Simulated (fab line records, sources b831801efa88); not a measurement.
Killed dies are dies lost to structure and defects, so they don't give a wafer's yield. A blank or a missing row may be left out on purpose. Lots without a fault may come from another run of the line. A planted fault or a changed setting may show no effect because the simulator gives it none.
Chamber matching | flow sfq_line | SFQ_TRILAYER_I4_CMP_CMP_100 on cmp-02: 4 sister chambers
The step polishes SiO2. 4 wafers are shown with their chamber, then 9 later ones without.

WAFERS WITH THEIR CHAMBER
wafer  | chamber | motor_current_A (A)
L768.2 | 0       | 10.7
L773.3 | 3       | 11.2
L773.5 | 1       | 10.3
L773.6 | 2       | 8.0

WAFERS WITHOUT THEIR CHAMBER
wafer  | motor_current_A (A)
L777.1 | 7.6
L777.3 | 11.5
L777.6 | 8.4
L780.2 | 10.6
L780.4 | 9.6
L780.6 | 10.3
L781.3 | 7.9
L781.4 | 9.8
L781.5 | 11.3

WHICH CHAMBER EACH WENT THROUGH
wafer  | from the rows above          | in truth
L777.1 | 2                            | 2
L777.3 | can't be placed: 3 or 0      | 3
L777.6 | 2                            | 2
L780.2 | can't be placed: 0 or 1 or 3 | 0
L780.4 | can't be placed: 1 or 0      | 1
L780.6 | can't be placed: 1 or 0      | 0
L781.3 | 2                            | 2
L781.4 | can't be placed: 1 or 0      | 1
L781.5 | can't be placed: 3 or 0      | 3
Placed correctly: 3 of 9. Can't be placed from these rows: 6 (the true chamber is among the candidates in 6). Placed wrongly: 0.
How it was worked out, from the rows above alone: a wafer's distance from a chamber is the root of the sum, over the readings, of the square of ((its reading less the chamber's mean) divided by the reading's scatter). The wafer belongs to the nearest chamber; if the next one is less than 2 further off, it can't be placed. A chamber's mean is the mean of its shown wafers. The scatter: with one shown wafer a chamber, the root of the mean of the squares of how far each hidden wafer lies from its nearest shown one.
